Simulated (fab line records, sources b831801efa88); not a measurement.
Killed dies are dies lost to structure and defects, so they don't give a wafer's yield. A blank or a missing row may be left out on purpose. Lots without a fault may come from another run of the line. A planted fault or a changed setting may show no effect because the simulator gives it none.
fab line records | flow sky130
record lots=13 wafers=39 last_day=50
route steps=708 shown VT_ADJUST_NCORE@128 LOCAL_INTERCONNECT@399 CONTACT@429 PAD_OPEN@708
lots that met no fault: from a run of the same line without faults
start_h: hours from the record's first day to the start of the lot's first wafer shown | wait_h: hours since the lot's step before | " the same as in the row above | L1.1+2: a row that stands for several wafers | - no value, or no start given | * or withheld: withheld | < > ~ a bound
route shown NAME@n: a module of which the file shows steps, and the number in the route of the first | usual: mean/standard deviation of fault-free wafers | same: alike in all rows | chamber/n: place in a boat | sites: the reading at each site | _std_site: their standard deviation | _edge_site: outer sites' mean less inner sites' | radius_mm: how far each site lies from the wafer's centre | mask NAME#n: copy n | behind: the tool/chamber that last shaped the wafer | hold: why the lot was held/for how many hours/how that ended | device: the transistor (n, p or np) that didn't switch | end of line: the same wafers' tests at the end of the route | a step without rows: its recipe alone | killed: dies lost to structure and defects at the first sort, not the wafer's yield | map: a wafer's dies, x killed, . not, _ none there
set.NAME: the setting as run; set.NAME@STEP: as run at that earlier step | model.NAME: the simulator's own value behind a step, which no gauge read
steps of the route over a sample of lots; a table a step, a row a wafer
services: from which hour (start_h, from the record's first day; less than 0 if before it) a tool's chamber was out of use, for how many hours, and why
## steps
# step SKY_VT_ADJUST_NCORE_IMPLANT_09
# recipe species=B energy_kev=10 dose_cm2=2.4e+12 tilt_deg=withheld
# columns lot.wafer tool chamber start_h wait_h
L507.1+5+6 implanter-03 0 178.80 0.0
L508.3+5+6 implanter-03 0 188.77 0.1
L509.1+2+4 implanter-03 0 195.20 0.0
L510.1+4+6 implanter-01 0 203.07 0.0
L511.2+3+5 implanter-01 0 207.62 0.0
L513.1+2+6 implanter-01 0 222.32 0.0
L514.4+5+6 implanter-01 0 230.92 0.1
L515.1+4+5 implanter-01 0 235.70 0.0
L519.2+3+5 implanter-03 0 266.30 0.0
L520.1+4+5 implanter-01 0 271.87 0.0
L525.1+2+4 implanter-03 0 306.69 0.1
L526.2+4+6 implanter-01 0 321.45 0.0
L529.3+4+5 implanter-04 0 339.07 0.1
# step SKY_VT_ADJUST_NCORE_TW_MEAS_11
# usual VT_ADJUST_NCORE_TW=219.9/1.5
# columns lot.wafer tool chamber start_h wait_h VT_ADJUST_NCORE_TW
L507.1 film_metro-04 - 179.05 0.1 219.2
L507.5 " - " " 219.9
L507.6 " - " " 219.4
L508.3 film_metro-02 - 188.99 0.1 220.7
L508.5 " - " " 222.0
L508.6 " - " " 222.7
L509.1 film_metro-02 - 195.45 0.1 220.1
L509.2 " - " " 220.8
L509.4 " - " " 220.1
L510.1 film_metro-02 - 203.32 0.1 221.2
L510.4 " - " " 220.6
L510.6 " - " " 221.4
L511.2 film_metro-04 - 207.86 0.1 219.8
L511.3 " - " " 219.7
L511.5 " - " " 218.9
L513.1 film_metro-02 - 222.57 0.1 219.8
L513.2 " - " " 219.4
L513.6 " - " " 220.1
L514.4 film_metro-02 - 231.13 0.1 220.6
L514.5 " - " " 220.0
L514.6 " - " " 219.5
L515.1 film_metro-02 - 235.95 0.1 209.3
L515.4 " - " " 210.1
L515.5 " - " " 210.5
L519.2 film_metro-02 - 266.53 0.1 221.6
L519.3 " - " " 221.4
L519.5 " - " " 220.4
L520.1 film_metro-04 - 272.12 0.1 210.6
L520.4 " - " " 212.1
L520.5 " - " " 210.9
L525.1 film_metro-02 - 306.94 0.1 220.8
L525.2 " - " " 222.0
L525.4 " - " " 221.9
L526.2 film_metro-02 - 321.68 0.1 220.2
L526.4 " - " " 220.5
L526.6 " - " " 220.8
L529.3 film_metro-03 - 339.29 0.1 220.6
L529.4 " - " " 220.5
L529.5 " - " " 220.1
# step SKY_LOCAL_INTERCONNECT_OVL_MEAS_12
# usual LOCAL_INTERCONNECT_OVL=-1/4.8
# columns lot.wafer tool chamber start_h wait_h LOCAL_INTERCONNECT_OVL[nm]
L507.1 overlay-02 - 700.51 0.1 -7
L507.5 " - " " -1
L507.6 " - " " 0
L508.3 overlay-01 - 711.97 0.1 -1
L508.5 " - " " 6
L508.6 " - " " -4
L509.1 overlay-02 - 717.70 0.1 -4
L509.2 " - " " 0
L509.4 " - " " -4
L511.2 overlay-02 - 728.15 0.1 -6
L511.3 " - " " -5
L511.5 " - " " -2
L510.1 overlay-02 - 728.27 0.1 3
L510.4 " - " " -6
L510.6 " - " " 3
L513.1 overlay-01 - 752.30 0.1 -5
L513.2 " - " " -3
L513.6 " - " " 1
L514.4 overlay-01 - 760.90 0.1 4
L514.5 " - " " -2
L514.6 " - " " 0
L515.1 overlay-02 - 775.71 0.1 6
L515.4 " - " " -2
L515.5 " - " " -2
L519.2 overlay-01 - 796.09 0.1 4
L519.3 " - " " 1
L519.5 " - " " 3
L520.1 overlay-01 - 805.16 0.1 -9
L520.4 " - " " 3
L520.5 " - " " -7
L525.1 overlay-01 - 844.15 0.1 1
L525.2 " - " " -1
L525.4 " - " " -10
L526.2 overlay-01 - 855.54 0.1 -3
L526.4 " - " " 0
L526.6 " - " " -1
L529.3 overlay-02 - 871.22 0.1 2
L529.4 " - " " -2
L529.5 " - " " 2
# step SKY_CONTACT_SPUTTER_23
# recipe material=TiN target_thk_nm=20 chamber_pressure_pa=5 power_w=4000 time_s=80
# usual throttle_valve_pct=30.2/0.94
# same time_s=80
# columns lot.wafer tool chamber start_h wait_h throttle_valve_pct
L507.1 pvd_sputter-02 - 730.30 0.0 29.7
L507.5 " - " " 29.7
L507.6 " - " " 29.9
L508.3 pvd_sputter-03 - 740.79 0.0 30.3
L508.5 " - " " 29.8
L508.6 " - " " 29.7
L509.1 pvd_sputter-03 - 747.21 0.0 28.7
L509.2 " - " " 29.9
L509.4 " - " " 29.7
L511.2 pvd_sputter-02 - 757.49 0.0 30.0
L511.3 " - " " 29.4
L511.5 " - " " 29.5
L510.1 pvd_sputter-02 - 758.28 0.0 29.5
L510.4 " - " " 31.4
L510.6 " - " " 29.6
L513.1 pvd_sputter-03 - 781.73 0.0 30.4
L513.2 " - " " 30.1
L513.6 " - " " 30.4
L514.4 pvd_sputter-02 - 789.76 0.0 31.1
L514.5 " - " " 29.9
L514.6 " - " " 29.5
L515.1 pvd_sputter-03 - 804.74 0.0 30.2
L515.4 " - " " 28.9
L515.5 " - " " 28.5
L519.2 pvd_sputter-01 - 824.48 0.0 28.6
L519.3 " - " " 30.5
L519.5 " - " " 31.1
L520.1 pvd_sputter-01 - 834.63 0.0 30.5
L520.4 " - " " 31.2
L520.5 " - " " 31.1
L525.1 pvd_sputter-02 - 872.52 0.0 31.3
L525.2 " - " " 30.4
L525.4 " - " " 29.8
L526.2 pvd_sputter-03 - 883.62 0.0 28.9
L526.4 " - " " 30.0
L526.6 " - " " 30.3
L529.3 pvd_sputter-03 - 899.09 0.0 29.7
L529.4 " - " " 30.4
L529.5 " - " " 30.1
# step SKY_CONTACT_THK_MEAS_26
# recipe thk_meas_gauge=xrf reads=W_of_CONTACT_CVD_24
# usual CONTACT_W_THK=338/6.9
# columns lot.wafer tool chamber start_h wait_h CONTACT_W_THK[nm]
L507.1 film_metro-04 - 730.59 0.1 340
L507.5 " - " " 338
L507.6 " - " " 333
L508.3 film_metro-04 - 741.10 0.1 340
L508.5 " - " " 339
L508.6 " - " " 341
L509.1 film_metro-02 - 747.50 0.1 331
L509.2 " - " " 331
L509.4 " - " " 333
L511.2 film_metro-03 - 757.79 0.1 353
L511.3 " - " " 348
L511.5 " - " " 351
L510.1 film_metro-03 - 758.57 0.1 348
L510.4 " - " " 345
L510.6 " - " " 343
L513.1 film_metro-02 - 782.02 0.1 334
L513.2 " - " " 334
L513.6 " - " " 334
L514.4 film_metro-02 - 790.08 0.1 337
L514.5 " - " " 334
L514.6 " - " " 340
L515.1 film_metro-03 - 805.03 0.1 340
L515.4 " - " " 354
L515.5 " - " " 356
L519.2 film_metro-04 - 824.78 0.1 353
L519.3 " - " " 337
L519.5 " - " " 338
L520.1 film_metro-04 - 834.92 0.1 339
L520.4 " - " " 343
L520.5 " - " " 332
L525.1 film_metro-02 - 872.81 0.1 332
L525.2 " - " " 345
L525.4 " - " " 345
L526.2 film_metro-04 - 883.92 0.1 339
L526.4 " - " " 339
L526.6 " - " " 339
L529.3 film_metro-03 - 899.40 0.1 353
L529.4 " - " " 338
L529.5 " - " " 346
# step SKY_PAD_OPEN_PROBE_99
# usual killed_at_M0_to_M3=43/6.8 killed_at_M4_up=3.2/1.8 killed_at_contacts=24/5.2 killed_at_front_end=15/4.2 killed_at_other=0.4/0.62 killed_dies=85/8.7 killed_on_rim=17/3.7 killed_open=46/6.7 killed_short=39/5.9
# same gross_dies=492 killed_at_back_side=0
# columns lot.wafer tool chamber start_h wait_h killed_at_M0_to_M3 killed_at_M4_up killed_at_contacts killed_at_front_end killed_at_other killed_dies killed_on_rim killed_open killed_short
L511.2 prober-02 - 1091.54 0.1 40 4 20 21 1 86 16 51 35
L511.3 prober-02 - 1091.59 0.2 42 2 23 20 0 87 14 53 34
L511.5 prober-02 - 1091.69 0.2 34 4 25 15 0 78 16 50 28
L514.4 prober-02 - 1116.12 0.2 40 3 29 9 0 81 18 51 30
L514.5 prober-02 - 1116.17 0.2 36 1 30 16 2 85 19 43 41
L514.6 prober-02 - 1116.22 0.2 47 1 30 7 1 86 18 51 35
L515.1 prober-02 - 1125.35 0.1 38 0 22 12 0 72 18 35 37
L515.4 prober-02 - 1125.50 0.2 45 3 23 9 0 80 13 42 38
L515.5 prober-02 - 1125.55 0.2 41 4 18 6 2 71 8 35 36
L519.2 prober-01 - 1139.75 0.1 47 4 25 11 0 87 15 41 46
L519.3 prober-01 - 1139.80 0.2 48 4 23 7 0 82 13 44 38
L519.5 prober-01 - 1139.90 0.2 45 0 20 13 0 78 23 49 29
L526.2 prober-01 - 1181.49 0.1 49 1 26 19 0 95 22 52 43
L526.4 prober-01 - 1181.59 0.2 49 4 29 10 0 92 17 51 41
L526.6 prober-01 - 1181.69 0.2 38 6 21 13 1 79 18 39 39
# killed by level:class
L511.2 CONTACT:geometric_particle:open=10 POLY_GATE:geometric_particle:open=8 VIA1:geometric_particle:open=8 FIELD_ISO:geometric_particle:open=6 VIA3:geometric_particle:open=6 CONTACT:geometric_particle:short=5 VIA2:geometric_particle:short=4 METAL1:geometric_particle:short=4
L511.3 VIA1:geometric_particle:open=10 CONTACT:geometric_particle:open=9 LI_CONTACT:geometric_particle:open=7 VIA1:geometric_particle:short=7 POLY_GATE:geometric_particle:open=6 FIELD_ISO:geometric_particle:open=4 LI_CONTACT:geometric_particle:short=4 VIA2:geometric_particle:open=4
L511.5 CONTACT:geometric_particle:open=9 LI_CONTACT:geometric_particle:open=8 VIA1:geometric_particle:open=8 VIA2:geometric_particle:open=8 FIELD_ISO:geometric_particle:open=5 POLY_GATE:geometric_particle:open=4 CONTACT:geometric_particle:short=4 FIELD_ISO:geometric_particle:short=3
L514.4 CONTACT:geometric_particle:open=14 VIA1:geometric_particle:open=13 LI_CONTACT:geometric_particle:open=5 LOCAL_INTERCONNECT:geometric_particle:short=5 VIA3:geometric_particle:open=5 POLY_GATE:geometric_particle:open=4 CONTACT:geometric_particle:short=4 VIA1:geometric_particle:short=4
L514.5 CONTACT:geometric_particle:open=16 CONTACT:geometric_particle:short=9 FIELD_ISO:geometric_particle:short=6 METAL1:geometric_particle:short=6 VIA3:geometric_particle:open=6 FIELD_ISO:geometric_particle:open=5 VIA1:geometric_particle:open=5 VIA3:geometric_particle:short=4
L514.6 VIA1:geometric_particle:open=14 LI_CONTACT:geometric_particle:open=9 VIA3:geometric_particle:open=9 CONTACT:geometric_particle:short=8 CONTACT:geometric_particle:open=8 METAL1:geometric_particle:short=4 VIA1:geometric_particle:short=4 METAL3:geometric_particle:short=4
L515.1 CONTACT:geometric_particle:open=10 VIA1:geometric_particle:open=7 LOCAL_INTERCONNECT:geometric_particle:short=6 METAL2:geometric_particle:short=5 VIA3:geometric_particle:open=5 FIELD_ISO:geometric_particle:short=4 CONTACT:geometric_particle:short=4 VIA2:geometric_particle:open=4
L515.4 CONTACT:geometric_particle:open=10 VIA3:geometric_particle:open=7 METAL2:geometric_particle:short=7 VIA2:geometric_particle:open=7 VIA1:geometric_particle:open=6 VIA1:geometric_particle:short=5 LI_CONTACT:geometric_particle:open=4 CONTACT:geometric_particle:short=4
L515.5 VIA1:geometric_particle:open=12 LI_CONTACT:geometric_particle:open=5 CONTACT:geometric_particle:open=5 METAL1:geometric_particle:short=5 LOCAL_INTERCONNECT:geometric_particle:short=4 VIA1:geometric_particle:short=4 VIA2:geometric_particle:short=4 VIA2:geometric_particle:open=4
L519.2 VIA1:geometric_particle:open=15 VIA3:geometric_particle:short=11 CONTACT:geometric_particle:short=8 CONTACT:geometric_particle:open=8 LI_CONTACT:geometric_particle:open=6 VIA2:geometric_particle:open=5 POLY_GATE:geometric_particle:short=4 VIA1:geometric_particle:short=4
L519.3 VIA1:geometric_particle:open=15 VIA2:geometric_particle:open=7 CONTACT:geometric_particle:open=6 VIA3:geometric_particle:open=6 VIA2:geometric_particle:short=5 LI_CONTACT:geometric_particle:open=5 CONTACT:geometric_particle:short=5 VIA1:geometric_particle:short=5
L519.5 CONTACT:geometric_particle:open=11 VIA2:geometric_particle:open=10 VIA1:geometric_particle:open=10 LI_CONTACT:geometric_particle:open=6 METAL1:geometric_particle:short=6 VIA2:geometric_particle:short=6 FIELD_ISO:geometric_particle:open=4 POLY_GATE:geometric_particle:short=4
L526.2 VIA1:geometric_particle:open=14 CONTACT:geometric_particle:open=10 VIA3:geometric_particle:open=9 VIA1:geometric_particle:short=7 FIELD_ISO:geometric_particle:short=5 LOCAL_INTERCONNECT:geometric_particle:short=5 METAL1:geometric_particle:short=5 POLY_GATE:geometric_particle:short=4
L526.4 VIA1:geometric_particle:open=11 CONTACT:geometric_particle:open=10 VIA2:geometric_particle:open=8 LI_CONTACT:geometric_particle:open=7 METAL1:geometric_particle:short=7 CONTACT:geometric_particle:short=6 METAL2:geometric_particle:short=5 VIA3:geometric_particle:open=5
L526.6 METAL1:geometric_particle:short=11 VIA1:geometric_particle:open=8 CONTACT:geometric_particle:short=8 LI_CONTACT:geometric_particle:open=7 VIA3:geometric_particle:open=7 CONTACT:geometric_particle:open=5 FIELD_ISO:geometric_particle:short=4 POLY_GATE:geometric_particle:open=4
## services
# columns tool chamber start_h hours kind
pvd_sputter-03 - 171.66 2.9 repair
implanter-03 - 189.38 0.7 repair
pvd_sputter-03 - 200.58 1.1 repair
pvd_sputter-02 - 215.67 5.7 repair
pvd_sputter-02 - 215.90 4.9 repair
implanter-01 - 222.65 4.8 repair
implanter-03 - 294.63 1.0 repair
implanter-03 - 331.24 1.9 repair
implanter-01 - 338.40 5.3 repair
implanter-01 - 349.03 3.5 repair
implanter-01 - 352.56 3.8 pm
implanter-03 - 354.70 3.4 pm
pvd_sputter-02 - 403.26 2.0 repair
implanter-03 - 437.06 1.8 pm
implanter-03 - 449.85 2.4 repair
implanter-01 - 527.61 5.5 repair
implanter-01 - 586.32 25.1 pm
implanter-03 - 589.34 141.5 pm
implanter-01 - 611.43 31.3 pm
implanter-01 - 634.48 1.8 repair
implanter-03 - 742.58 4.0 repair
implanter-03 - 755.26 2.0 repair
pvd_sputter-03 - 814.00 2.4 repair
implanter-01 - 839.19 4.5 pm
## key
first_sign step=SKY_VT_ADJUST_NCORE_TW_MEAS_11 reading=VT_ADJUST_NCORE_TW direction=down sigmas=6.2 usual=219.9 struck=210.6
effect none on later readings
met_at SKY_VT_ADJUST_NCORE_IMPLANT_09
struck_lots L515,L520
tester_left_out L515,L520
not_acting_at SKY_LOCAL_INTERCONNECT_OVL_MEAS_12,SKY_CONTACT_SPUTTER_23,SKY_CONTACT_THK_MEAS_26
onset_between 230.92 235.70
fault kind=process_parameter_drift tool=implanter-01 chamber=- onset_h=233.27 steps=SKY_VT_ADJUST_NCORE_IMPLANT_09 channel=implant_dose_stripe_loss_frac offset=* shape=step end_h=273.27
# tester_left_out: of these lots the tester's yield and bins aren't shown, on N5 and GAA mostly nor the transistor test; their killed dies are dies lost to structure and defects alone, not to doping, threshold or leakage, so they don't give the yield
